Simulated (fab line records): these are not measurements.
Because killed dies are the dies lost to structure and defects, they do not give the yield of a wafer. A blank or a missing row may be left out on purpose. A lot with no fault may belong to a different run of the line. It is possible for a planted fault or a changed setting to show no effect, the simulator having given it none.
The same fault as seen by 2 desks | flow gf180mcu | each desk has only its own numbers; what lay behind them comes last

== FROM THE METROLOGY DESK ==
What the gauges read for every lot (on any tool): the sampled wafers with a number, averaged. If a lot's mean is further than 4 standard deviations from the usual mean, the lot is out of limits and carries the mark OUT (the distance appears in the brackets).
Columns: A = V4_BOW at GF_V4_BOW_MEAS_05, usual 137 um; B = MIM_ALCU_RS at GF_MIM_RS_MEAS_10, usual 0.1605 ohm/sq; C = MIM_ALCU_THK at GF_MIM_THK_MEAS_11, usual 201 nm
lot  | first seen here | A   | B                 | C
L986 | day 23 17:47    | 134 | 0.1604            | 202
L988 | day 24 10:05    | 139 | 0.1607            | 200
L992 | day 25 22:22    | 139 | 0.1646            | 197
L993 | day 26 04:57    | 144 | 0.1729 (+4.9) OUT | 190
L994 | day 27 00:11    | 131 | 0.1629            | 199
L995 | day 27 06:02    | 138 | 0.1709 (+4.2) OUT | 192
L101 | day 29 00:24    | 138 | 0.1603            | 202
L104 | day 29 12:29    | 136 | 0.1618            | 198
L106 | day 30 01:18    | 145 | 0.1591            | 203
L107 | day 30 05:37    | 131 | 0.1614            | 201
This desk's result: L993, L995 out of limits, first on L993 (MIM_ALCU_RS at GF_MIM_RS_MEAS_10), day 27 03:32. Within limits: L986, L988, L992, L994, L101, L104, L106, L107.

== FOR THE TOOL OWNER'S DESK: pvd_sputter-02 ==
The tool's own readings at GF_MIM_SPUTTER_08 (material AlCu, target thk 200 nm, time 10.6 s): means of the sampled wafers that have a number, for each lot that ran on this tool. If a lot's mean is further than 4 standard deviations from the usual mean, the lot is out of limits and carries the mark OUT (the distance appears in the brackets).
Columns: A = cathode_dc_power_W at GF_MIM_SPUTTER_08, usual 10600 W; B = throttle_valve_pct at GF_MIM_SPUTTER_08, usual 30.5 %
lot  | first seen here | A                       | B
L986 | day 24 17:38    | 10598                   | 31.1
L992 | day 26 21:26    | 10598                   | 30.0
L993 | day 27 03:28    | 10153 (-99 or more) OUT | 30.4
L995 | day 28 04:18    | 10152 (-99 or more) OUT | 30.9
L104 | day 30 08:52    | 10601                   | 30.3
L106 | day 30 20:56    | 10598                   | 30.7
L107 | day 31 02:00    | 10601                   | 30.5
This desk finds L993, L995 out of limits, L993 being first, at day 27 03:28 (cathode_dc_power_W at GF_MIM_SPUTTER_08). Within limits: L986, L992, L104, L106, L107.

== ALL TOGETHER ==
The tool owner's desk could have raised an alarm at day 27 03:28, on L993, L995.
At day 27 03:32 the metrology desk could have sounded an alarm, on L993, L995.
All the named lots went through GF_MIM_SPUTTER_08 on pvd_sputter-02.

== WHAT THE SIMULATOR HAD INSERTED ==
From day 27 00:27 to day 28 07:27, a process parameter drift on pvd_sputter-02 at GF_MIM_SPUTTER_08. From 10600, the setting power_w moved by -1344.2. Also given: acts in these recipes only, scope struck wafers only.
Shown lots that were struck: L993, L995.
Fault start to first reading out of limits, in hours, per desk: tool owner, 3; metrology, 3.
